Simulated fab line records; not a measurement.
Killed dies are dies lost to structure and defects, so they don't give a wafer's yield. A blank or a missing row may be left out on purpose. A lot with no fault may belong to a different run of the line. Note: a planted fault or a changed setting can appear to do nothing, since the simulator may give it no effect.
One fault through the eyes of 2 desks	flow sky130	numbers are kept per desk, each desk with only its own; the story behind them comes last

## AT THE TOOL OWNER'S DESK: implanter-03
For each lot that ran on this tool, the mean over its sampled wafers that have a number, from the tool's own readings at SKY_LDD_N_IMPLANT_09. The brackets show how far a lot's mean lies from the usual mean; more than 4 standard deviations puts the lot out of limits, marked OUT.
Columns: A = beam_energy_keV at SKY_LDD_N_IMPLANT_09, usual 19.999; B = beam_on_s at SKY_LDD_N_IMPLANT_09, usual 10.00 s; C = faraday_current_uA at SKY_LDD_N_IMPLANT_09, usual 423
lot	first seen here	A	B	C
L155	day 22 00:43	19.993	10.05	422
L159	day 22 20:47	16.976 (-99 or more) OUT	11.70 (+8.5) OUT	361 (-7.4) OUT
L161	day 23 21:01	16.962 (-99 or more) OUT	11.82 (+9.1) OUT	357 (-8.0) OUT
This desk finds L159, L161 out of limits, L159 being first, at day 22 20:47 (beam_energy_keV at SKY_LDD_N_IMPLANT_09). L155 stayed within limits.

## THE METROLOGY DESK
What the gauges read for every lot (on any tool): the sampled wafers with a number, averaged. The brackets show how far a lot's mean lies from the usual mean; more than 4 standard deviations puts the lot out of limits, marked OUT.
Columns: A = POLY_GATE_OXIDATION_THK at SKY_POLY_GATE_THK_MEAS_21, usual 4.05 nm; B = cd_nm at SKY_POLY_GATE_CD_MEAS_22, usual 150.6 nm; C = LDD_N_OVL at SKY_LDD_N_OVL_MEAS_07, usual -0.8 nm
lot	first seen here	A	B	C
L147	day 17 17:46	4.06	148.2	1.1
L155	day 20 17:26	3.99	151.8	-0.9
L159	day 21 14:19	4.06	151.0	0.7
L161	day 22 14:25	3.93	149.9	1.3
L162	day 22 16:07	3.97	152.0	0.8
L167	day 23 22:36	3.99	150.4	-2.3
This desk found nothing out of limits on any of the 6 lots.

## TAKEN TOGETHER
The tool owner's desk could have raised an alarm at day 22 20:47, on L159, L161.
The metrology desk saw nothing out of limits.
The metrology desk has L159, L161 on record, within its limits.
The lots listed all ran SKY_LDD_N_IMPLANT_09 on implanter-03.

## WHAT HAD BEEN PUT IN BY THE SIMULATOR
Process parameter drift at SKY_LDD_N_IMPLANT_09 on implanter-03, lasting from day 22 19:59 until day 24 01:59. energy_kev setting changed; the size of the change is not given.
Lots struck among those shown: L159, L161.
Delay in hours, fault start to first out-of-limits reading, by desk: the tool owner's desk at 1.
